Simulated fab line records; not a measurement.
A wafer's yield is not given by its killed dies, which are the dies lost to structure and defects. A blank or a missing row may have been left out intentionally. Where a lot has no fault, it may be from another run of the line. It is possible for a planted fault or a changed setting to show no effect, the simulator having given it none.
A lot that was struck, set against a sound lot :: flow sky130 :: 15 out of 708 route steps
Sound: these wafers, L197.2, L197.4, L197.6. Wafers L202.2, L202.3, L202.6 were the ones struck. Last of all comes the cause.
At each step with rows: each side's tool, then ch and its chambers, then its first start. Under that, the readings that differ: sound wafers :: struck wafers :: difference of the means :: sigmas: that difference in standard deviations of wafers without a fault.
alike: a reading whose means differ by less than 2 such deviations, as well as words and numbers matching on both sides. not compared: withheld readings; readings where some wafer has no value; bounds like >300 that might hide an equal value; numbers whose values overlap and for which the record gives no deviation.
Wherever a step has rows on one side only, a row that says differs or no value, or a row with sigmas, the two part there. Numbers that have no deviation but don't overlap get no sigmas and don't part them. Lack of a reading on every wafer of one side parts them only where that side has two or more wafers.

SKY_LDD_HVP_OVL_MEAS_07:
  sound: overlay-01 at day 24 02:40; struck: overlay-02 at day 25 16:03
  alike: LDD_HVP_OVL
following that, these wafers have no rows for 1 step: SKY_LDD_HVP_IMPLANT_08.
SKY_LDD_HVP_STRIP_09: strips in O2/N2.
  sound on plasmaAsher-01 ch 0,1, day 24 02:51; struck on plasmaAsher-04 ch 0,1, day 25 16:14
  alike: drypumpMotorCurrentA, oesProductAu, stripTimeToEndpointS
  not compared: rfHoursCounterH
SKY_LDD_HVP_TW_MEAS_10:
  sound: filmMetro-02 at day 24 02:58; struck: filmMetro-02 at day 25 16:20
  alike: LDD_HVP_TW
then, 7 steps without rows for these wafers: SKY_LDD_LDN_DEHYDRATE_00 (time 60 s); SKY_LDD_LDN_HMDS_01 (prime time 60 s); SKY_LDD_LDN_COAT_02 (resist thk 1140 nm); SKY_LDD_LDN_SOFTBAKE_03 (time 60 s); SKY_LDD_LDN_EXPOSE_04 (exposes mask LDNTM, target cd 700 nm); SKY_LDD_LDN_PEB_05; SKY_LDD_LDN_DEVELOP_06 (develop time 60 s).
SKY_LDD_LDN_OVL_MEAS_07:
  sound: overlay-01 at day 25 07:43; struck: overlay-01 at day 26 22:01
  alike: LDD_LDN_OVL
SKY_LDD_LDN_IMPLANT_08:
  sound on implanter-03 ch 0, day 25 07:47; struck on implanter-01 ch 0, day 26 22:05
reading: beamEnergyKeV
sound: 15.001 14.999 14.994
struck: 19.952 19.959 19.951
difference: +4.956
sigmas: +99 or more

reading: model.implant.rpNm (nm)
sound: 12.96 12.96 12.96
struck: 15.12 15.12 15.12
difference: +2.16
sigmas: 

reading: model.implant.drpNm (nm)
sound: 5.933 5.933 5.933
struck: 7.2 7.2 7.2
difference: +1.3
sigmas: 
following that, these wafers have no rows for 1 step: SKY_LDD_LDN_IMPLANT_09.
-- here the record skips 22 days between the struck wafers' starts before and after, leaving off in module LDD_LDN and picking up in module PAD_OPEN (first step shown: number 708 of the route) --
SKY_PAD_OPEN_PROBE_99:
  sound: prober-02 at day 47 10:47; struck: prober-01 at day 48 16:07
reading: model.etest.tipSonos.rsOhmSq
sound: 2718 2709 2744
struck: 2548 2536 2534
difference: -184
sigmas: 
  alike: killed_at_M0_to_M3, killed_at_M4_up, killedAtContacts, killedAtFrontEnd, killedAtOther, killedDies, killedOpen, killedShort

WHERE THEY PART
Only at SKY_LDD_LDN_IMPLANT_08, as far as this record shows. Later steps at which nothing parts them and some readings are alike: SKY_PAD_OPEN_PROBE_99.

WHY: the cause the simulator had injected
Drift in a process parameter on implanter-01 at SKY_LDD_LDN_IMPLANT_08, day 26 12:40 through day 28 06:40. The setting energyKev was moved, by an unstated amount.
